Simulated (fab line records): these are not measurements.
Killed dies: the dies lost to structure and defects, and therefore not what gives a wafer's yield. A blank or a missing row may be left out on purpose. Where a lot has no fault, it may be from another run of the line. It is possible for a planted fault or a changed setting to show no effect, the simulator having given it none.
Which tool was responsible? -- flow sky130 -- 12 lots, 36 wafers sampled, at 1 step of a route of 708

WHAT THE GAUGES READ, wafer by wafer
SKY_LI_CONTACT_CD_MEAS_12: target cd 170 nm.
lot,measured,on,cdNm (nm)
L075,day 29 06:46,cdSem-01,171.5 173.0 172.0
L077,day 29 22:19,cdSem-01,171.5 171.1 171.6
L079,day 30 23:34,cdSem-01,169.1 169.0 168.5
L081,day 31 12:49,cdSem-01,169.4 169.8 169.8
L083,day 32 05:46,cdSem-02,171.0 169.0 167.9
L085,day 33 00:13,cdSem-01,169.2 169.5 168.7
L087,day 33 11:39,cdSem-02,168.8 169.5 169.3
L089,day 33 23:33,cdSem-02,167.6 167.4 168.1
L091,day 34 19:59,cdSem-02,170.8 171.8 170.5
L093,day 35 10:35,cdSem-01,166.4 169.1 168.7
L095,day 35 19:49,cdSem-01,167.5 169.1 168.6
L097,day 36 12:56,cdSem-02,169.1 167.3 168.1

TOOL THAT RAN EACH LOT (tool first, then ch and the chambers of the sampled wafers, then the start)
Record: no process step prior to these readings.

THE ANSWER, worked out from the rows above alone
Rule: what is usual is taken from the lots themselves. Put in order of their means at a reading, lots are off if they are a third of the lots or fewer, leave a main group of 4 or more, and stand apart from it by a gap of 3 or more times the standard deviation of the main group's means; of several such gaps the widest counts. A main group is skipped when, at the precision printed for the reading in the tables above, its means are all equal. Also off: a lot with no number at a reading for which 4 or more lots have one. Where the step has rows for the other lots, those lots are counted as sound.
No lot is off on any of the readings shown, so nothing can be concluded from this.

WHAT HAD BEEN PUT IN BY THE SIMULATOR
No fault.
